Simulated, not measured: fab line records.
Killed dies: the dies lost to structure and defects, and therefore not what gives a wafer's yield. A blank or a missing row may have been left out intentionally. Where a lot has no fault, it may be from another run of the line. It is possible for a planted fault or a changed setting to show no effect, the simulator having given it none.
Chamber matching / flow sky130 / SKY_SONOS_ONO_ETCH_15 on rie_diel-04 has 4 sister chambers
The step etches the open film in CHF3/O2, target depth 19.52 nm, time 7.8 s. 4 wafers are shown with their chamber, then 8 later ones without.

== WAFERS WITH THEIR CHAMBER ==
wafer=L219.1; chamber=1; oes_product_au (a.u.)=0.994
wafer=L222.4; chamber=2; oes_product_au (a.u.)=0.997
wafer=L222.5; chamber=3; oes_product_au (a.u.)=1.004
wafer=L230.1; chamber=0; oes_product_au (a.u.)=1.004

== WAFERS WITH NO CHAMBER GIVEN ==
wafer=L230.4; oes_product_au (a.u.)=0.995
wafer=L230.5; oes_product_au (a.u.)=1.003
wafer=L233.2; oes_product_au (a.u.)=1.002
wafer=L233.3; oes_product_au (a.u.)=0.999
wafer=L233.6; oes_product_au (a.u.)=1.005
wafer=L235.1; oes_product_au (a.u.)=1.003
wafer=L235.4; oes_product_au (a.u.)=0.997
wafer=L235.5; oes_product_au (a.u.)=1.016

== WHICH CHAMBER EACH WENT THROUGH ==
wafer=L230.4; from the rows above=can't be placed: 1 or 2 or 0 or 3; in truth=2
wafer=L230.5; from the rows above=can't be placed: 0 or 3 or 2 or 1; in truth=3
wafer=L233.2; from the rows above=can't be placed: 0 or 3 or 2 or 1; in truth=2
wafer=L233.3; from the rows above=can't be placed: 2 or 0 or 1 or 3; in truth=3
wafer=L233.6; from the rows above=can't be placed: 0 or 3 or 2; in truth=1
wafer=L235.1; from the rows above=can't be placed: 0 or 3 or 2 or 1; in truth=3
wafer=L235.4; from the rows above=can't be placed: 2 or 1 or 0 or 3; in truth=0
wafer=L235.5; from the rows above=can't be placed: 0 or 3 or 2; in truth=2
Placed correctly: 0 of 8. Can't be placed from these rows: 8 (the true chamber is among the candidates in 7). Wrongly placed: 0.
How it was worked out, from the rows above alone: a wafer's distance from a chamber is the root of the sum, over the readings, of the square of ((its reading less the chamber's mean) divided by the reading's scatter). The wafer belongs to the nearest chamber; if the next one is less than 2 further off, it can't be placed. A chamber's mean is the mean of its shown wafers. The scatter (one wafer shown for each chamber): square how far every hidden wafer sits from the nearest shown wafer, average those squares and take the square root.
